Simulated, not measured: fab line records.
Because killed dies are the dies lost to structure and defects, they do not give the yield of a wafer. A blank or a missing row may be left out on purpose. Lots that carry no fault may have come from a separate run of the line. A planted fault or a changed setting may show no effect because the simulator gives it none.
Matching of chambers -- flow gf180mcu -- 3 sister chambers for GF_STI_CMP_25 on cmp-01
The step polishes, stops on Si3N4, t overpolish 33 s, target thk 524.6 nm. 14 wafers are shown with their chamber, then 5 later ones without.

## WAFERS WITH THEIR CHAMBER
wafer,chamber,motorCurrentA (A),timeToEndpointS (s),edgeZonePressureFrac
L423.3,0,11.7,127,1.001
L423.4,1,12.2,128,0.998
L423.6,1,12.0,128,1.003
L424.1,0,11.7,128,0.997
L424.3,2,12.7,125,0.993
L424.5,2,12.8,125,0.985
L425.4,1,11.7,126,1.003
L425.5,1,12.1,128,1.001
L425.6,2,12.1,130,0.998
L430.3,2,12.1,126,0.996
L430.5,2,12.1,124,1.005
L430.6,1,12.1,113,1.002
L436.2,2,11.9,121,1.008
L436.3,1,12.0,124,0.994

SIGNATURES (averages over the wafers above)
reading,chamber 0,chamber 1,chamber 2,scatter within a chamber
motorCurrentA,11.700,12.017,12.283,0.276
timeToEndpointS,127.50,124.50,125.17,4.42
edgeZonePressureFrac,0.99900,1.00017,0.99750,0.00615
Rule: a wafer's distance from a chamber is the root of the sum, over the readings, of the square of ((its reading less the chamber's mean) divided by the reading's scatter). The wafer belongs to the nearest chamber; if the next one is less than 2 further off, it can't be placed. The scatter: take each reading less its chamber's mean, square it, sum over the shown wafers, divide by the number of wafers less the number of chambers, and take the root.

## WAFERS WITHOUT THEIR CHAMBER
wafer,motorCurrentA (A),timeToEndpointS (s),edgeZonePressureFrac
L436.5,11.9,124,1.001
L442.1,12.6,129,1.003
L442.6,11.4,127,1.001
L443.2,11.7,132,1.009
L443.6,12.3,127,1.003

## CHAMBER TAKEN BY EACH
wafer,from the rows above,in truth
L436.5,can't be placed: 1 or 0 or 2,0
L442.1,can't be placed: 2 or 1 or 0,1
L442.6,can't be placed: 0 or 1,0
L443.2,can't be placed: 0 or 1 or 2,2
L443.6,can't be placed: 2 or 1 or 0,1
Correct placement for 0 of the 5. Cannot be placed on the basis of these rows: 5; the candidates contain the true chamber in 5. Placed wrongly: 0.
